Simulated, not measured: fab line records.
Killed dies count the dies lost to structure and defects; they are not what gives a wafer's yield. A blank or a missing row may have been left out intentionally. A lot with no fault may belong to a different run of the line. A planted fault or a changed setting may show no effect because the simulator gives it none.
Which of the tools did it? ; flow gf180mcu ; Sampling: 13 lots, 39 wafers, 2 of 602 route steps

== WHAT EACH GAUGE READ, for each wafer ==
GF_VT_IMPLANT_RS_MEAS_46: a four-point-probe measurement.
lot;measured;on;MVSD_RS (ohm/sq)
L530;day 7 14:24;filmMetro-02;457.2 456.1 457.1
L532;day 8 03:10;filmMetro-01;455.6 456.4 457.1
L534;day 8 19:33;filmMetro-02;457.3 457.1 457.4
L535;day 8 22:51;filmMetro-02;455.4 454.7 454.6
L536;day 9 04:40;filmMetro-04;457.4 456.9 454.6
L538;day 9 19:37;filmMetro-02;457.4 457.0 456.9
L539;day 10 00:54;filmMetro-02;457.3 457.1 456.3
L543;day 11 06:02;filmMetro-01;457.9 456.3 456.8
L544;day 11 18:40;filmMetro-02;456.6 455.2 455.3
L545;day 11 18:55;filmMetro-01;441.3 439.7 441.4
L547;day 12 12:41;filmMetro-04;442.1 442.3 441.9
L550;day 13 12:03;filmMetro-04;457.7 456.7 456.3
L552;day 14 01:03;filmMetro-04;458.0 456.9 457.1

== WHICH TOOL RAN EACH LOT (tool, then ch and the chambers of the sampled wafers, then the start) ==
lot;GF_MVSD_IMPLANT_09
L530;implanter-04 ch 0, day 4 13:11
L532;implanter-01 ch 0, day 4 22:40
L534;implanter-03 ch 0, day 5 13:59
L535;implanter-04 ch 0, day 5 16:56
L536;implanter-03 ch 0, day 5 21:25
L538;implanter-03 ch 0, day 6 08:40
L539;implanter-04 ch 0, day 6 13:13
L543;implanter-01 ch 0, day 7 15:41
L544;implanter-04 ch 0, day 8 01:49
L545;implanter-03 ch 0, day 8 01:55
L547;implanter-03 ch 0, day 8 16:22
L550;implanter-01 ch 0, day 9 13:44
L552;implanter-01 ch 0, day 9 23:59
- GF_MVSD_IMPLANT_09

== AS READ BY THE TOOLS THEMSELVES (means over the sampled wafers that have a number; for cases with no such wafer, the mark the record gives instead) ==
GF_MVSD_IMPLANT_09.
lot;tool;beamOnS (s);faradayCurrentUA
L530;implanter-04;9.95;28.4
L532;implanter-01;10.07;28.0
L534;implanter-03;9.97;28.3
L535;implanter-04;9.88;28.6
L536;implanter-03;10.08;27.9
L538;implanter-03;9.92;28.4
L539;implanter-04;9.95;28.3
L543;implanter-01;10.01;28.2
L544;implanter-04;10.15;27.7
L545;implanter-03;12.33;22.8
L547;implanter-03;12.46;22.7
L550;implanter-01;10.10;27.9
L552;implanter-01;9.91;28.4

== THE ANSWER, worked out from the rows above alone ==
Rule: the lots themselves supply what counts as usual. The widest of any qualifying gaps counts: lots, ordered by their means at a reading, are off when they make up no more than a third of the lots, leave a main group of 4 or more, and stand apart from it by 3 or more times the standard deviation of that group's means. A main group is skipped when, at the precision printed for the reading in the tables above, its means are all equal. Also off: a lot with no number at a reading for which 4 or more lots have one. The other lots that the step has rows for count as sound. Order of review: gauges by route order, followed by the tools' own readings, for which a lot's mean as printed above is used. At the first step where some lot is off, the reading lying furthest off is the one used; lots without a number count as furthest.
Off: at GF_VT_IMPLANT_RS_MEAS_46 (MVSD_RS), L545, L547. The main group has a mean of 456.6 ohm/sq with a standard deviation of 0.7.
A tool fits if, at a process step before that reading, it ran every lot that is off, and no sound lot after the first of them. Not tried: the gauges at GF_VT_IMPLANT_RS_MEAS_46; whatever is off there is also off at GF_MVSD_IMPLANT_09, on other tools, and gauge error can't account for it. One fits: GF_MVSD_IMPLANT_09 on implanter-03. Its last sound lot is L538 (day 6 08:40), its first lot that is off L545 (day 8 01:55): a fault that began between those two fits.
The tool's own readings at GF_MVSD_IMPLANT_09 bear it out: on the lots that are off they differ by more than 5 times the standard deviation of the sound lots' means. beamOnS reads 12.39 s there against 10.00 s on the sound lots; faradayCurrentUA reads 22.8 there against 28.2 on the sound lots.

== WHAT THE SIMULATOR HAD INSERTED ==
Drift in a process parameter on implanter-03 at GF_MVSD_IMPLANT_09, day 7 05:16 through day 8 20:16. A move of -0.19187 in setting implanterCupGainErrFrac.
Struck lots among those shown: L545, L547. The same result came from the rule above.
